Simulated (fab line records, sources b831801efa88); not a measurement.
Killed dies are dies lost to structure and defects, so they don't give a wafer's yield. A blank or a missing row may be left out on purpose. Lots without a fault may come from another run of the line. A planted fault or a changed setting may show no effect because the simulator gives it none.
fab line records | flow sky130
record lots=6 wafers=18 last_day=50
route steps=708 shown SONOS_ONO@176 GATE_OXIDE@187 POLY_GATE@204 PAD_OPEN@708
lots that met no fault: from a run of the same line without faults
start_h: hours from the record's first day to the start of the lot's first wafer shown | wait_h: hours since the lot's step before | " the same as in the row above | L1.1+2: a row that stands for several wafers | - no value, or no start given | * or withheld: withheld | < > ~ a bound
route shown NAME@n: a module of which the file shows steps, and the number in the route of the first | usual: mean/standard deviation of fault-free wafers | same: alike in all rows | chamber/n: place in a boat | sites: the reading at each site | _std_site: their standard deviation | _edge_site: outer sites' mean less inner sites' | radius_mm: how far each site lies from the wafer's centre | mask NAME#n: copy n | behind: the tool/chamber that last shaped the wafer | hold: why the lot was held/for how many hours/how that ended | device: the transistor (n, p or np) that didn't switch | end of line: the same wafers' tests at the end of the route | a step without rows: its recipe alone | killed: dies lost to structure and defects at the first sort, not the wafer's yield | map: a wafer's dies, x killed, . not, _ none there
set.NAME: the setting as run; set.NAME@STEP: as run at that earlier step | model.NAME: the simulator's own value behind a step, which no gauge read
lots at some steps of the route; a table a step, a row a wafer
services: from which hour (start_h, from the record's first day; less than 0 if before it) a tool's chamber was out of use, for how many hours, and why
## steps
# step SKY_SONOS_ONO_COAT_08
# recipe resist=NOVOLAK spin_rpm=3000 resist_thk_nm=1140
# step SKY_SONOS_ONO_SOFTBAKE_09
# recipe temp_c=90 time_s=60 resist=NOVOLAK
# step SKY_SONOS_ONO_EXPOSE_10
# recipe mask_id=ONOM target_cd_nm=410 na=0.6 source_shape=conventional sigma_outer=0.6 dose_mj=150
# step SKY_SONOS_ONO_PEB_11
# recipe temp_c=withheld time_s=* resist=NOVOLAK
# step SKY_SONOS_ONO_DEVELOP_12
# recipe develop_time_s=60 dev_temp_c=23
# step SKY_SONOS_ONO_CD_MEAS_13
# recipe target_cd_nm=410
# usual cd_nm=410.8/2.1
# columns lot.wafer tool chamber start_h wait_h cd_nm
L164.1 cd_sem-01 - 288.75 0.1 411.1
L164.3 " - " " 411.5
L164.4 " - " " 412.0
L166.1 cd_sem-01 - 307.32 0.1 413.0
L166.4 " - " " 412.4
L166.5 " - " " 413.3
L169.1 cd_sem-02 - 331.62 0.1 406.8
L169.5 " - " " 407.1
L169.6 " - " " 405.6
L181.2 cd_sem-02 - 434.97 0.1 408.9
L181.4 " - " " 410.5
L181.5 " - " " 410.2
L183.1 cd_sem-01 - 457.05 0.1 410.6
L183.2 " - " " 409.7
L183.5 " - " " 409.4
L184.1 cd_sem-02 - 463.95 0.1 408.2
L184.2 " - " " 409.3
L184.5 " - " " 406.2
# step SKY_SONOS_ONO_OVL_MEAS_14
# usual SONOS_ONO_OVL=1.0/1.5
# columns lot.wafer tool chamber start_h wait_h SONOS_ONO_OVL[nm]
L164.1 overlay-01 - 288.87 0.1 2.4
L164.3 " - " " 2.2
L164.4 " - " " 1.6
L166.1 overlay-01 - 307.44 0.1 -1.0
L166.4 " - " " 2.1
L166.5 " - " " 0.1
L169.1 overlay-02 - 331.74 0.1 1.0
L169.5 " - " " -0.9
L169.6 " - " " 1.4
L181.2 overlay-02 - 435.08 0.1 -0.3
L181.4 " - " " -0.3
L181.5 " - " " 0.1
L183.1 overlay-02 - 457.17 0.1 1.0
L183.2 " - " " -0.1
L183.5 " - " " 3.0
L184.1 overlay-01 - 464.07 0.1 1.1
L184.2 " - " " 0.9
L184.5 " - " " 0.5
# step SKY_SONOS_ONO_ETCH_15
# recipe target_depth_nm=19.52 chemistry=CHF3/O2 source_w=600 bias_w=200 pressure_mtorr=40 chf3_flow_sccm=50 O2_flow_sccm=5 time_s=7.8
# usual O2_flow_sccm=5.000/0.014 drypump_motor_current_A=6.0/0.49 oes_product_au=1.001/0.0092 throttle_valve_pct=8.825/0.0089
# columns lot.wafer tool chamber start_h wait_h O2_flow_sccm drypump_motor_current_A oes_product_au rf_hours_counter_h throttle_valve_pct
L164.1 rie_diel-03 3 288.91 0.0 5.005 5.7 1.008 41 8.826
L164.3 " 1 " " 4.990 6.6 0.983 64 8.828
L164.4 " 2 " " 4.997 6.2 0.995 67 8.833
L166.1 rie_diel-03 0 307.48 0.0 4.981 5.5 1.000 93 8.819
L166.4 " 3 " " 4.989 5.7 1.000 42 8.832
L166.5 " 3 " " 5.014 5.7 0.995 - 8.823
L169.1 rie_diel-03 3 331.78 0.0 5.033 5.7 1.016 42 8.831
L169.5 " 0 " " 4.976 5.5 0.994 - 8.827
L169.6 " 1 " " 4.991 6.6 1.007 - 8.830
L181.2 rie_diel-03 1 435.11 0.0 5.017 6.6 0.983 67 8.819
L181.4 " 2 " " 4.975 6.2 0.994 70 8.820
L181.5 " 1 " " 5.006 6.6 0.992 - 8.829
L183.1 rie_diel-03 3 457.21 0.0 5.018 5.7 0.999 45 8.831
L183.2 " 2 " " 4.992 6.2 1.001 71 8.815
L183.5 " 2 " " 4.999 6.2 0.994 - 8.827
L184.1 rie_diel-01 3 464.11 0.0 5.002 5.5 1.022 83 8.839
L184.2 " 1 " " 5.013 5.3 1.008 35 8.826
L184.5 " 2 " " 4.990 6.2 1.007 - 8.832
# step SKY_SONOS_ONO_WET_ETCH_16
# recipe chemistry=dHF target_depth_nm=14 dry=n2_spin target=SiO2 dilution=100:1 temp_c=25 time_s=280
# step SKY_SONOS_ONO_STRIP_17
# recipe chemistry=O2/N2 power_w=1400 pressure_mtorr=1500 platen_temp_c=withheld o2_flow_sccm=3000 n2_flow_sccm=300 overash_fraction=0.5
# usual drypump_motor_current_A=5.6/0.45 n2_flow_sccm=300.1/0.97 oes_product_au=0.710/0.0045 strip_time_to_endpoint_s=14.11/0.039
# columns lot.wafer tool chamber start_h wait_h drypump_motor_current_A n2_flow_sccm oes_product_au rf_hours_counter_h strip_time_to_endpoint_s
L164.1 plasma_asher-02 1 289.02 0.0 5.4 299.3 0.711 17 14.09
L164.3 " 0 " " 5.3 300.2 0.707 - 14.10
L164.4 " 1 " " 5.3 299.5 0.715 - 14.08
L166.1 plasma_asher-02 1 307.58 0.0 5.4 301.1 0.709 18 14.12
L166.4 " 0 " " 5.3 299.8 0.711 - 14.09
L166.5 " 1 " " 5.4 300.0 0.698 - 14.04
L169.1 plasma_asher-04 0 331.88 0.0 5.9 299.9 0.718 62 14.13
L169.5 " 0 " " 5.9 300.0 0.704 - 14.12
L169.6 " 1 " " 6.0 298.0 0.715 - 14.14
L181.2 plasma_asher-02 1 435.22 0.0 5.4 299.8 0.707 31 14.06
L181.4 " 0 " " 5.3 299.3 0.715 - 14.10
L181.5 " 1 " " 5.4 299.0 0.709 - 14.07
L183.1 plasma_asher-04 1 457.32 0.0 6.0 300.3 0.709 3 14.17
L183.2 " 0 " " 5.9 299.4 0.711 3 14.16
L183.5 " 0 " " 5.9 299.7 0.709 - 14.13
L184.1 plasma_asher-04 0 464.22 0.0 5.8 298.6 0.708 4 14.13
L184.2 " 1 " " 6.0 300.3 0.715 4 14.13
L184.5 " 1 " " 6.0 301.5 0.710 - 14.13
# step SKY_SONOS_ONO_WET_ETCH_18
# recipe chemistry=H3PO4 target_depth_nm=15 target=Si3N4 temp_c=160 time_s=172
# step SKY_GATE_OXIDE_CLEAN_00
# recipe chemistry=SC1/SC2 mix=1:4:20 temp_c=70 time_s=150 dry=n2_spin
# step SKY_GATE_OXIDE_OXIDATION_01
# recipe temp_c=900 ambient=O2 stabilise_s=600 purge_s=300 target_thk_a=102.68 ox_time_s=1473
# columns lot.wafer tool chamber start_h wait_h model.SiO2_of_GATE_OXIDE_OXIDATION_01.thk_nm
L164.1 furnace-02 0 291.43 2.2 10.44
L164.3 " 0 " " 10.18
L164.4 " 0 " " 10.21
L166.1 furnace-01 0 308.44 0.7 10.2
L166.4 " 0 " " 10.41
L166.5 " 0 " " 10.48
L169.1 furnace-02 0 332.09 0.0 10.61
L169.5 " 0 " " 10.48
L169.6 " 0 " " 10.43
L181.2 furnace-01 0 435.42 0.0 13.53
L181.4 " 0 " " 13.63
L181.5 " 0 " " 13.69
L183.1 furnace-01 0 457.53 0.0 13.54
L183.2 " 0 " " 13.51
L183.5 " 0 " " 13.49
L184.1 furnace-02 0 465.20 0.8 10.08
L184.2 " 0 " " 10.24
L184.5 " 0 " " 10.33
# step SKY_GATE_OXIDE_THK_MEAS_02
# recipe reads=SiO2_of_GATE_OXIDE_OXIDATION_01
# usual GATE_OXIDE_OXIDATION_00_THK=10.36/0.18
# columns lot.wafer tool chamber start_h wait_h GATE_OXIDE_OXIDATION_00_THK[nm]
L164.1 film_metro-03 - 292.84 0.0 10.45
L164.3 " - " " 10.22
L164.4 " - " " 10.19
L166.1 film_metro-03 - 309.85 0.0 10.24
L166.4 " - " " 10.42
L166.5 " - " " 10.51
L169.1 film_metro-02 - 333.50 0.0 10.61
L169.5 " - " " 10.47
L169.6 " - " " 10.46
L181.2 film_metro-03 - 436.84 0.0 13.51
L181.4 " - " " 13.64
L181.5 " - " " 13.69
L183.1 film_metro-03 - 458.94 0.0 13.59
L183.2 " - " " 13.54
L183.5 " - " " 13.48
L184.1 film_metro-03 - 466.61 0.0 10.06
L184.2 " - " " 10.19
L184.5 " - " " 10.27
# step SKY_GATE_OXIDE_DEHYDRATE_03
# recipe temp_c=200 time_s=60
# step SKY_GATE_OXIDE_HMDS_04
# recipe prime_time_s=60 prime_temp_c=120
# step SKY_GATE_OXIDE_COAT_05
# recipe resist=NOVOLAK spin_rpm=3000 resist_thk_nm=1140
# step SKY_GATE_OXIDE_SOFTBAKE_06
# recipe temp_c=90 time_s=60 resist=NOVOLAK
# step SKY_GATE_OXIDE_EXPOSE_07
# recipe mask_id=LVOM na=0.6 source_shape=conventional sigma_outer=0.6 polarization=unpolarized target_cd_nm=600 dose_mj=170
# step SKY_GATE_OXIDE_PEB_08
# recipe temp_c=withheld time_s=* resist=NOVOLAK
# step SKY_GATE_OXIDE_DEVELOP_09
# recipe resist=NOVOLAK developer=TMAH develop_time_s=60 dev_temp_c=23
# step SKY_GATE_OXIDE_OVL_MEAS_10
# usual GATE_OXIDE_OVL=-0.2/1.5
# columns lot.wafer tool chamber start_h wait_h GATE_OXIDE_OVL[nm]
L164.1 overlay-01 - 317.92 0.1 0.9
L164.3 " - " " -1.4
L164.4 " - " " -1.3
L166.1 overlay-01 - 336.27 0.1 0.2
L166.4 " - " " 0.8
L166.5 " - " " 0.9
L169.1 overlay-02 - 359.14 0.1 -0.9
L169.5 " - " " -0.2
L169.6 " - " " 0.4
L181.2 overlay-01 - 468.30 0.1 -2.2
L181.4 " - " " -0.7
L181.5 " - " " -1.3
L183.1 overlay-01 - 489.12 0.1 -3.0
L183.2 " - " " -2.0
L183.5 " - " " -0.3
L184.1 overlay-02 - 497.75 0.1 -2.4
L184.2 " - " " -1.6
L184.5 " - " " -1.9
# step SKY_GATE_OXIDE_IMPLANT_11
# recipe species=B energy_kev=10 dose_cm2=2.6e+12 tilt_deg=withheld
# step SKY_GATE_OXIDE_WET_ETCH_12
# recipe chemistry=dHF target_depth_nm=16.8 dry=n2_spin target=SiO2 dilution=100:1 temp_c=25 time_s=336
# step SKY_GATE_OXIDE_STRIP_13
# recipe chemistry=O2/N2 power_w=1400 pressure_mtorr=1500 platen_temp_c=withheld o2_flow_sccm=3000 n2_flow_sccm=300 overash_fraction=0.5
# usual drypump_motor_current_A=5.7/0.48 n2_flow_sccm=300.0/0.85 oes_product_au=0.716/0.0048 strip_time_to_endpoint_s=14.20/0.037
# columns lot.wafer tool chamber start_h wait_h drypump_motor_current_A n2_flow_sccm oes_product_au rf_hours_counter_h strip_time_to_endpoint_s
L164.1 plasma_asher-01 0 318.21 0.0 4.8 299.1 0.718 63 14.19
L164.3 " 0 " " 4.8 299.1 0.714 - 14.17
L164.4 " 1 " " 6.2 300.7 0.715 - 14.18
L166.1 plasma_asher-03 1 336.56 0.0 5.7 300.0 0.716 51 14.21
L166.4 " 0 " " 5.4 300.8 0.710 - 14.25
L166.5 " 0 " " 5.4 301.0 0.728 - 14.26
L169.1 plasma_asher-04 1 359.43 0.0 6.0 300.6 0.719 65 14.18
L169.5 " 0 " " 5.9 299.6 0.720 - 14.12
L169.6 " 1 " " 6.0 300.2 0.707 - 14.08
L181.2 plasma_asher-03 0 468.58 0.0 5.4 300.7 0.716 64 14.22
L181.4 " 1 " " 5.8 299.0 0.717 - 14.22
L181.5 " 1 " " 5.8 300.4 0.716 - 14.18
L183.1 plasma_asher-01 1 489.41 0.0 6.2 299.1 0.723 81 14.18
L183.2 " 0 " " 4.8 299.1 0.714 81 14.21
L183.5 " 0 " " 4.9 299.9 0.708 - 14.20
L184.1 plasma_asher-04 0 498.04 0.0 5.9 300.9 0.713 7 14.17
L184.2 " 1 " " 6.0 299.0 0.716 7 14.21
L184.5 " 1 " " 6.0 299.1 0.714 - 14.16
# step SKY_GATE_OXIDE_TW_MEAS_14
# usual GATE_OXIDE_TW=226.3/2.1
# columns lot.wafer tool chamber start_h wait_h GATE_OXIDE_TW
L164.1 film_metro-03 - 318.31 0.1 230.0
L164.3 " - " " 228.0
L164.4 " - " " 227.7
L166.1 film_metro-01 - 336.66 0.1 225.0
L166.4 " - " " 225.0
L166.5 " - " " 225.4
L169.1 film_metro-01 - 359.53 0.1 224.9
L169.5 " - " " 225.1
L169.6 " - " " 224.5
L181.2 film_metro-01 - 468.69 0.1 227.7
L181.4 " - " " 226.8
L181.5 " - " " 225.9
L183.1 film_metro-01 - 489.51 0.1 224.6
L183.2 " - " " 224.4
L183.5 " - " " 225.3
L184.1 film_metro-02 - 498.14 0.1 224.6
L184.2 " - " " 225.0
L184.5 " - " " 224.5
# step SKY_GATE_OXIDE_CLEAN_15
# recipe chemistry=SC1/SC2 mix=1:4:20 temp_c=70 time_s=150 dry=n2_spin
# step SKY_GATE_OXIDE_OXIDATION_16
# recipe temp_c=800 ambient=O2 idle_temp_c=700 ramp_up_c_per_min=10 ramp_down_c_per_min=3 stabilise_s=600 purge_s=300 target_thk_a=35.7 ox_time_s=1915
# columns lot.wafer tool chamber start_h wait_h model.SiO2_of_GATE_OXIDE_OXIDATION_01.thk_nm
L164.1 furnace-02 0 318.68 0.3 11.73
L164.3 " 0 " " 11.49
L164.4 " 0 " " 11.54
L166.1 furnace-01 0 337.38 0.6 11.58
L166.4 " 0 " " 11.76
L166.5 " 0 " " 11.78
L169.1 furnace-02 0 365.63 6.0 11.94
L169.5 " 0 " " 11.81
L169.6 " 0 " " 11.79
L181.2 furnace-02 0 468.79 0.0 14.71
L181.4 " 0 " " 14.78
L181.5 " 0 " " 14.84
L183.1 furnace-02 0 489.62 0.0 14.69
L183.2 " 0 " " 14.68
L183.5 " 0 " " 14.66
L184.1 furnace-01 0 498.26 0.0 11.46
L184.2 " 0 " " 11.59
L184.5 " 0 " " 11.7
# step SKY_POLY_GATE_CVD_00
# recipe material=poly-Si target_thk_nm=180 temp_c=620 time_s=720 pressure_mtorr=200
# step SKY_PAD_OPEN_PROBE_99
# usual killed_at_M0_to_M3=43/7 killed_at_M4_up=3.5/1.9 killed_at_contacts=24/5.3 killed_at_front_end=15/4.4 killed_at_other=0.3/0.69 killed_dies=87/9.7 killed_open=48/7 killed_short=39/6.4
# same gross_dies=492 killed_at_back_side=0
# columns lot.wafer tool chamber start_h wait_h killed_at_M0_to_M3 killed_at_M4_up killed_at_contacts killed_at_front_end killed_at_other killed_dies killed_open killed_short model.etest.nfet_16v.r_on_ohm_um model.etest.pfet_16v.r_on_ohm_um model.etest.tip_sonos.rs_ohm_sq model.etest.pfet_g5v0d10v5.r_on_ohm_um model.etest.nfet_g5v0d10v5.r_on_ohm_um model.etest.tip_p.rs_ohm_sq model.etest.nfet_g5v0d10v5.drive_ua_um model.etest.nfet_05v0_nvt.drive_ua_um
L164.1 prober-01 - 1087.96 0.1 46 3 22 16 0 87 50 37 1.4e+04 1.529e+04 2684 4817 1878 6775 602.7 575.8
L164.3 prober-01 - 1088.06 0.2 40 4 24 11 0 79 49 30 1.374e+04 1.463e+04 2633 4826 1871 6747 616.3 582
L164.4 prober-01 - 1088.11 0.2 58 5 20 17 0 100 60 40 1.388e+04 1.56e+04 2665 4809 1874 6755 608.8 580.7
L166.1 prober-02 - 1094.07 0.1 37 5 21 18 0 81 47 33 1.392e+04 1.539e+04 2728 4797 1895 6868 603.1 580.5
L166.4 prober-02 - 1094.22 0.2 44 4 27 27 2 104 58 45 1.397e+04 1.514e+04 2761 4825 1884 6901 607.9 574.7
L166.5 prober-02 - 1094.27 0.2 42 3 23 26 0 94 54 38 1.4e+04 1.566e+04 2751 4852 1900 6803 599.1 572
L169.1 prober-01 - 1118.23 0.1 51 5 23 13 0 92 52 40 1.432e+04 1.561e+04 2707 4840 1928 6851 591.2 562.5
L169.5 prober-01 - 1118.43 0.2 36 3 27 18 0 84 44 40 1.404e+04 1.488e+04 2671 4780 1907 6822 597.9 570.1
L169.6 prober-01 - 1118.48 0.2 48 3 27 10 0 88 50 38 1.413e+04 1.575e+04 2678 4818 1914 6905 599.9 572.4
L181.2 prober-02 - 1176.77 0.1 41 3 26 10 0 80 46 34 1.55e+04 1.606e+04 3539 5457 2173 6994 481.1 473.8
L181.4 prober-02 - 1176.87 0.2 45 2 20 11 0 78 41 37 1.562e+04 1.568e+04 3545 5382 2145 6969 482 469.6
L181.5 prober-02 - 1176.92 0.2 37 6 15 16 0 74 41 33 1.565e+04 1.611e+04 3546 5458 2177 6981 479.5 471.6
L183.1 prober-02 - 1189.73 0.1 36 3 30 16 1 86 49 37 1.58e+04 1.624e+04 3481 5369 2127 6950 486.4 470.3
L183.2 prober-02 - 1189.78 0.1 37 1 19 22 0 79 47 32 1.587e+04 1.568e+04 3479 5465 2170 6935 483.1 467.2
L183.5 prober-02 - 1189.93 0.2 37 3 25 20 0 85 53 32 1.59e+04 1.627e+04 3498 5400 2154 6988 483.4 469.5
L184.1 prober-01 - 1194.54 0.1 43 2 22 10 1 78 52 26 1.39e+04 1.472e+04 2650 4622 1858 6888 615 583.7
L184.2 prober-01 - 1194.59 0.1 48 6 33 15 0 102 60 42 1.388e+04 1.445e+04 2669 4668 1866 6885 611 582.6
L184.5 prober-01 - 1194.74 0.2 37 3 31 18 0 89 47 42 1.4e+04 1.488e+04 2692 4595 1869 6872 608.1 578.1
# killed by level:class
L164.1 VIA1:geometric_particle:open=20 CONTACT:geometric_particle:short=6 CONTACT:geometric_particle:open=6 VIA1:geometric_particle:short=6 FIELD_ISO:geometric_particle:short=5 LI_CONTACT:geometric_particle:open=5 POLY_GATE:geometric_particle:short=5 VIA2:geometric_particle:open=5
L164.3 VIA1:geometric_particle:open=14 CONTACT:geometric_particle:open=10 VIA3:geometric_particle:open=8 LOCAL_INTERCONNECT:geometric_particle:short=5 METAL1:geometric_particle:short=4 FIELD_ISO:geometric_particle:open=3 FIELD_ISO:geometric_particle:short=3 CONTACT:geometric_particle:short=3
L164.4 VIA1:geometric_particle:open=18 CONTACT:geometric_particle:open=10 VIA2:geometric_particle:open=10 VIA1:geometric_particle:short=8 METAL2:geometric_particle:short=8 FIELD_ISO:geometric_particle:open=5 METAL1:geometric_particle:short=5 VIA3:geometric_particle:open=5
L166.1 VIA1:geometric_particle:open=9 LI_CONTACT:geometric_particle:open=7 POLY_GATE:geometric_particle:short=6 VIA1:geometric_particle:short=6 FIELD_ISO:geometric_particle:open=5 CONTACT:geometric_particle:open=5 METAL2:geometric_particle:short=5 VIA2:geometric_particle:open=5
L166.4 VIA1:geometric_particle:open=13 LI_CONTACT:geometric_particle:open=8 VIA3:geometric_particle:open=8 FIELD_ISO:geometric_particle:open=6 POLY_GATE:geometric_particle:short=6 POLY_GATE:geometric_particle:open=6 LOCAL_INTERCONNECT:geometric_particle:short=6 CONTACT:geometric_particle:open=6
L166.5 LI_CONTACT:geometric_particle:open=12 VIA1:geometric_particle:open=11 FIELD_ISO:geometric_particle:short=9 VIA2:geometric_particle:open=9 METAL1:geometric_particle:short=8 FIELD_ISO:geometric_particle:open=7 LOCAL_INTERCONNECT:geometric_particle:short=4 VIA3:geometric_particle:open=4
L169.1 VIA3:geometric_particle:open=11 CONTACT:geometric_particle:open=10 VIA1:geometric_particle:open=9 LI_CONTACT:geometric_particle:open=7 METAL2:geometric_particle:short=7 FIELD_ISO:geometric_particle:open=5 FIELD_ISO:geometric_particle:short=5 METAL3:geometric_particle:short=5
L169.5 CONTACT:geometric_particle:open=15 VIA1:geometric_particle:open=7 LI_CONTACT:geometric_particle:open=6 FIELD_ISO:geometric_particle:short=5 METAL1:geometric_particle:short=5 METAL2:geometric_particle:short=5 VIA2:geometric_particle:open=4 VIA3:geometric_particle:open=4
L169.6 LI_CONTACT:geometric_particle:open=8 CONTACT:geometric_particle:open=8 VIA1:geometric_particle:open=8 VIA3:geometric_particle:open=8 FIELD_ISO:geometric_particle:open=6 METAL1:geometric_particle:short=6 VIA2:geometric_particle:open=5 VIA3:geometric_particle:short=5
L181.2 CONTACT:geometric_particle:open=12 VIA1:geometric_particle:open=11 METAL2:geometric_particle:short=7 LI_CONTACT:geometric_particle:open=6 METAL1:geometric_particle:short=6 VIA2:geometric_particle:open=5 FIELD_ISO:geometric_particle:short=4 FIELD_ISO:geometric_particle:open=4
L181.4 VIA1:geometric_particle:open=9 CONTACT:geometric_particle:open=7 VIA1:geometric_particle:short=6 VIA3:geometric_particle:open=6 VIA3:geometric_particle:short=5 LI_CONTACT:geometric_particle:open=5 FIELD_ISO:geometric_particle:short=4 LI_CONTACT:geometric_particle:short=4
L181.5 VIA1:geometric_particle:open=14 FIELD_ISO:geometric_particle:open=6 LI_CONTACT:geometric_particle:open=5 METAL4:geometric_particle:short=5 FIELD_ISO:geometric_particle:short=4 VIA1:geometric_particle:short=4 LOCAL_INTERCONNECT:geometric_particle:short=3 POLY_GATE:geometric_particle:short=3
L183.1 LI_CONTACT:geometric_particle:open=11 VIA1:geometric_particle:open=10 FIELD_ISO:geometric_particle:open=6 CONTACT:geometric_particle:short=6 CONTACT:geometric_particle:open=5 VIA2:geometric_particle:open=5 VIA2:geometric_particle:short=5 POLY_GATE:geometric_particle:short=4
L183.2 LI_CONTACT:geometric_particle:open=9 VIA1:geometric_particle:open=8 VIA3:geometric_particle:open=6 FIELD_ISO:geometric_particle:open=5 FIELD_ISO:geometric_particle:short=5 CONTACT:geometric_particle:open=5 VIA1:geometric_particle:short=4 VIA2:geometric_particle:short=4
L183.5 FIELD_ISO:geometric_particle:open=10 VIA1:geometric_particle:open=9 LI_CONTACT:geometric_particle:open=9 VIA2:geometric_particle:open=8 CONTACT:geometric_particle:open=7 FIELD_ISO:geometric_particle:short=5 LOCAL_INTERCONNECT:geometric_particle:short=5 VIA3:geometric_particle:open=4
L184.1 VIA1:geometric_particle:open=11 CONTACT:geometric_particle:open=9 VIA1:geometric_particle:short=9 LI_CONTACT:geometric_particle:open=7 VIA2:geometric_particle:open=6 VIA3:geometric_particle:open=6 CONTACT:geometric_particle:short=4 FIELD_ISO:geometric_particle:open=3
L184.2 VIA1:geometric_particle:open=16 CONTACT:geometric_particle:open=16 LI_CONTACT:geometric_particle:open=7 METAL4:geometric_particle:short=6 VIA2:geometric_particle:open=6 FIELD_ISO:geometric_particle:open=5 LOCAL_INTERCONNECT:geometric_particle:short=5 METAL1:geometric_particle:short=5
L184.5 LI_CONTACT:geometric_particle:open=11 CONTACT:geometric_particle:open=8 VIA1:geometric_particle:open=8 CONTACT:geometric_particle:short=7 METAL1:geometric_particle:short=7 VIA3:geometric_particle:open=6 VIA2:geometric_particle:open=5 FIELD_ISO:geometric_particle:short=4
## services
# columns tool chamber start_h hours kind
plasma_asher-04 - 272.10 4.1 repair
furnace-02 - 275.78 4.5 pm
rie_diel-01 2 291.13 2.0 repair
plasma_asher-02 - 327.33 0.5 repair
furnace-02 - 347.51 2.8 pm
furnace-02 - 354.80 4.0 pm
rie_diel-01 2 366.40 8.5 repair
rie_diel-03 0 388.84 7.2 repair
plasma_asher-04 - 400.43 1.9 repair
furnace-01 - 419.37 3.6 pm
plasma_asher-04 - 421.25 9.0 pm
plasma_asher-04 0 421.25 9.0 vent_cycle
plasma_asher-04 1 421.25 9.0 vent_cycle
rie_diel-01 2 428.89 4.5 repair
plasma_asher-04 0 430.25 - clean
plasma_asher-04 1 430.25 - clean
rie_diel-03 3 450.67 4.2 repair
plasma_asher-01 - 463.48 1.9 repair
rie_diel-03 3 468.94 9.3 repair
plasma_asher-03 - 469.04 2.8 pm
rie_diel-03 0 478.25 - clean
rie_diel-03 0 478.25 17.3 scheduled_down
rie_diel-03 0 478.25 17.3 vent_cycle
## key
first_sign step=SKY_GATE_OXIDE_THK_MEAS_02 reading=GATE_OXIDE_OXIDATION_00_THK direction=up sigmas=18 usual=10.36 struck=13.57
effect none on later readings
model_effect step=SKY_GATE_OXIDE_OXIDATION_01 value=SiO2_of_GATE_OXIDE_OXIDATION_01.thk_nm without=10.24 struck=13.57
model_effect step=SKY_GATE_OXIDE_OXIDATION_16 value=SiO2_of_GATE_OXIDE_OXIDATION_01.thk_nm without=11.63 struck=14.73
model_effect step=SKY_PAD_OPEN_PROBE_99 value=etest.nfet_16v.r_on_ohm_um without=1.401e+04 struck=1.572e+04
met_at SKY_GATE_OXIDE_OXIDATION_01
struck_wafers L181.2,L181.4,L181.5,L183.1,L183.2,L183.5
tester_left_out L181,L183
onset_between 308.44 435.42
also_fits SKY_SONOS_ONO_ETCH_15:rie_diel-03
fault kind=process_parameter_drift tool=furnace-01 chamber=- onset_h=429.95 steps=SKY_GATE_OXIDE_OXIDATION_01 channel=ox_time_s offset=* shape=step end_h=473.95 acts_in=* stated=*
# tester_left_out: of these lots the tester's yield and bins aren't shown, on N5 and GAA mostly nor the transistor test; their killed dies are dies lost to structure and defects alone, not to doping, threshold or leakage, so they don't give the yield
